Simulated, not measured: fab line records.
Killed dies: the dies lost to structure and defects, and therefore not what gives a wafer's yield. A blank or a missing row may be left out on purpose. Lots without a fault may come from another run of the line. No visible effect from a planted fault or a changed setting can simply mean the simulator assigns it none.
The tool behind it: which one? | flow sky130 | Sampling: 11 lots, 33 wafers, 5 of 708 route steps

== WHAT THE GAUGES SHOWED, per wafer ==
SKY_LI_CONTACT_THK_MEAS_01. Usual: LI_CONTACT_HDPCVD_THK typically reads 934 nm, with standard deviation 7.8.
lot  | measured     | on            | LI_CONTACT_HDPCVD_THK (nm) | flag
L579 | day 29 06:41 | film metro-02 | 939 935 931                |
L580 | day 29 10:40 | film metro-03 | 933 945 933                |
L581 | day 29 16:55 | film metro-03 | 751 748 749 750 748 748    | OFF
L582 | day 29 20:15 | film metro-03 | 735 752 737 733 752 738    | OFF
L591 | day 33 08:35 | film metro-03 | 928 934 931                |
L593 | day 33 20:05 | film metro-02 | 927 933 938                |
L595 | day 34 14:22 | film metro-03 | 946 936 931                |
L599 | day 35 15:53 | film metro-04 | 946 925 928                |
L597 | day 35 17:58 | film metro-03 | 933 936 935                |
L600 | day 35 21:52 | film metro-02 | 938 923 935                |
L601 | day 36 06:10 | film metro-02 | 941 937 942                |

SKY_LOCAL_INTERCONNECT_THK_MEAS_02: measures by xrf. Usual: LOCAL_INTERCONNECT_TIN_THK typically reads 101.2 nm, with standard deviation 1.
lot  | measured     | on            | LOCAL_INTERCONNECT_TIN_THK (nm) | flag
L579 | day 30 11:41 | film metro-04 | 100.7 100.1 101.0               |
L580 | day 30 16:26 | film metro-01 | 101.9 101.2 101.8               |
L581 | day 30 22:47 | film metro-04 | 100.5 101.0 100.6               |
L582 | day 31 01:28 | film metro-01 | 99.8 100.7 99.2                 |
L591 | day 34 13:56 | film metro-01 | 100.4 99.2 101.3                |
L593 | day 35 01:12 | film metro-02 | 102.4 102.8 100.4               |
L595 | day 35 19:50 | film metro-02 | 100.8 100.2 101.4               |
L599 | day 36 20:15 | film metro-04 | 102.1 100.8 100.5               |
L597 | day 36 21:53 | film metro-02 | 100.9 101.0 101.3               |
L600 | day 37 02:01 | film metro-02 | 100.7 101.7 102.2               |
L601 | day 37 09:35 | film metro-01 | 101.0 100.1 101.1               |

== EACH LOT AND THE TOOL THAT RAN IT (in order: tool; ch and the chambers of the sampled wafers; start) ==
lot  | SKY_LI_CONTACT_HDPCVD_00         | SKY_LI_CONTACT_CMP_02         | SKY_LOCAL_INTERCONNECT_SPUTTER_00
L579 | hdpcvd-01 ch 0,1, day 29 06:32   | cmp-02 ch 0,2, day 29 06:45   | pvd sputter-04, day 30 11:29
L580 | hdpcvd-02 ch 0,1,2, day 29 10:34 | cmp-02 ch 1,3, day 29 10:47   | pvd sputter-01, day 30 16:14
L581 | hdpcvd-01 ch 0,1, day 29 16:46   | cmp-02 ch 0,1,2, day 30 00:23 | pvd sputter-01, day 30 22:37
L582 | hdpcvd-01 ch 0,1, day 29 20:05   | cmp-02 ch 0,2,3, day 29 20:47 | pvd sputter-01, day 31 01:17
L591 | hdpcvd-01 ch 0,1,2, day 33 08:29 | cmp-02 ch 0,1,2, day 33 08:41 | pvd sputter-04, day 34 13:46
L593 | hdpcvd-01 ch 0,1, day 33 19:57   | cmp-02 ch 0,1,3, day 33 20:16 | pvd sputter-04, day 35 00:59
L595 | hdpcvd-01 ch 0,1,2, day 34 14:15 | cmp-02 ch 0,2,3, day 34 14:25 | pvd sputter-04, day 35 19:38
L599 | hdpcvd-02 ch 0,1, day 35 15:46   | cmp-02 ch 0,1,2, day 35 15:59 | pvd sputter-04, day 36 20:04
L597 | hdpcvd-01 ch 0,2, day 35 17:52   | cmp-01 ch 0,2,3, day 35 18:02 | pvd sputter-01, day 36 21:43
L600 | hdpcvd-01 ch 0,1,2, day 35 21:47 | cmp-02 ch 0,2,3, day 35 22:02 | pvd sputter-01, day 37 01:49
L601 | hdpcvd-01 ch 0,1, day 36 06:04   | cmp-01 ch 0,1,2, day 36 06:14 | pvd sputter-04, day 37 09:24
- SKY_LI_CONTACT_HDPCVD_00: deposits PSG, target thk 930 nm, time 155 s.
- SKY_LI_CONTACT_CMP_02: polishes PSG.
- SKY_LOCAL_INTERCONNECT_SPUTTER_00: material TiN, target thk 100 nm, time 83.3 s.

== WHAT THE TOOLS THEMSELVES READ (means of the sampled wafers that have a number; where no wafer has one, the mark that the record gives instead) ==
SKY_LI_CONTACT_HDPCVD_00. Usual: sih4 flow sccm reads 59.99 sccm (standard deviation 0.18).
lot  | tool      | sih4 flow sccm (sccm) | flag
L579 | hdpcvd-01 | 59.97                 |
L580 | hdpcvd-02 | 59.92                 |
L581 | hdpcvd-01 | 47.94                 | OFF
L582 | hdpcvd-01 | 48.03                 | OFF
L591 | hdpcvd-01 | 60.13                 |
L593 | hdpcvd-01 | 59.98                 |
L595 | hdpcvd-01 | 59.98                 |
L599 | hdpcvd-02 | 59.79                 |
L597 | hdpcvd-01 | 59.99                 |
L600 | hdpcvd-01 | 59.91                 |
L601 | hdpcvd-01 | 60.21                 |

SKY_LI_CONTACT_CMP_02. Usual: motor current A 12.4 A, standard deviation 1.6; time to endpoint s 32.3 s, standard deviation 2.6.
lot  | tool   | motor current A (A) | time to endpoint s (s) | flag
L579 | cmp-02 | 12.4                | 30.9                   |
L580 | cmp-02 | 12.1                | 34.4                   |
L581 | cmp-02 | 12.3                | 15.3                   | OFF
L582 | cmp-02 | 11.7                | 14.0                   | OFF
L591 | cmp-02 | 12.0                | 30.9                   |
L593 | cmp-02 | 11.8                | 30.4                   |
L595 | cmp-02 | 11.7                | 29.2                   |
L599 | cmp-02 | 12.2                | 31.2                   |
L597 | cmp-01 | 14.2                | 33.4                   |
L600 | cmp-02 | 11.4                | 29.6                   |
L601 | cmp-01 | 12.6                | 36.3                   |

SKY_LOCAL_INTERCONNECT_SPUTTER_00. Usual: throttle valve pct reads 29.9 % (standard deviation 0.85).
lot  | tool           | throttle valve pct (%) | flag
L579 | pvd sputter-04 | 30.5                   |
L580 | pvd sputter-01 | 29.9                   |
L581 | pvd sputter-01 | 29.9                   |
L582 | pvd sputter-01 | 29.3                   |
L591 | pvd sputter-04 | 29.6                   |
L593 | pvd sputter-04 | 29.1                   |
L595 | pvd sputter-04 | 30.6                   |
L599 | pvd sputter-04 | 30.0                   |
L597 | pvd sputter-01 | 29.1                   |
L600 | pvd sputter-01 | 29.5                   |
L601 | pvd sputter-04 | 31.0                   |

== THE ANSWER, worked out from the rows above alone ==
Rule: a lot counts as off when the mean over its wafers that have a number is more than 3 standard deviations away from the usual mean. A lot without any number at a reading at which 4 lots or more have one is off too. Where the step has rows for the other lots, those lots are counted as sound. After the gauges, taken in route order, come the tools' own readings; for these a lot's mean is taken, as printed above. At the first step where some lot is off, the reading lying furthest off is the one used; lots without a number count as furthest.
Off: L581, L582, seen at SKY_LI_CONTACT_THK_MEAS_01 (LI_CONTACT_HDPCVD_THK).
If a tool, at a process step before that reading, ran all the lots that are off and no sound lot after the first of them, it fits. The gauges at SKY_LI_CONTACT_THK_MEAS_01 aren't tried: what is off there is off at SKY_LI_CONTACT_HDPCVD_00 too, on other tools, and a gauge's error can't cause that. None of those tried fits.

== WHAT THE SIMULATOR PUT IN ==
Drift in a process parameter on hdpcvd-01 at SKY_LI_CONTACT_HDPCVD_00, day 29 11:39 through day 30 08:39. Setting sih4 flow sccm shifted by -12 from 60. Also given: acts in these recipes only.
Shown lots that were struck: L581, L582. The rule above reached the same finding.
